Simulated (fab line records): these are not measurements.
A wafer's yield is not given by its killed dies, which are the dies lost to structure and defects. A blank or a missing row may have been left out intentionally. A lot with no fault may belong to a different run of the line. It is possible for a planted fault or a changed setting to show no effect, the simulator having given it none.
Matching of chambers -- flow gf180mcu -- GF_V1_CMP_04 on cmp-01: 4 sister chambers
The step polishes SiO2. 4 wafers are shown with their chamber, then 8 later ones without.

WAFERS PAIRED WITH THEIR CHAMBERS
wafer,chamber,motorCurrentA (A)
L647.5,3,11.4
L648.5,0,13.2
L657.5,1,12.0
L658.1,2,10.6

WAFERS WHOSE CHAMBER IS MISSING
wafer,motorCurrentA (A)
L658.4,11.9
L658.6,12.2
L664.3,13.5
L664.4,11.2
L664.5,11.8
L665.2,11.1
L665.4,11.7
L665.6,12.1

EACH ONE'S CHAMBER
wafer,from the rows above,in truth
L658.4,can't be placed: 1 or 3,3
L658.6,1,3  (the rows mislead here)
L664.3,0,0
L664.4,can't be placed: 3 or 2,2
L664.5,can't be placed: 1 or 3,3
L665.2,can't be placed: 3 or 2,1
L665.4,can't be placed: 3 or 1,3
L665.6,1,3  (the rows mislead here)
Correct placement for 1 of the 8. Cannot be placed on the basis of these rows: 5; the candidates contain the true chamber in 4. Wrongly placed: 2.
How it was worked out, from the rows above alone: a wafer's distance from a chamber is the root of the sum, over the readings, of the square of ((its reading less the chamber's mean) divided by the reading's scatter). If the next closest chamber is less than 2 further off than the closest, the wafer can't be placed; otherwise it belongs to the closest. The mean given for a chamber averages the wafers shown for that chamber. The scatter (one wafer shown for each chamber): square how far every hidden wafer sits from the nearest shown wafer, average those squares and take the square root.
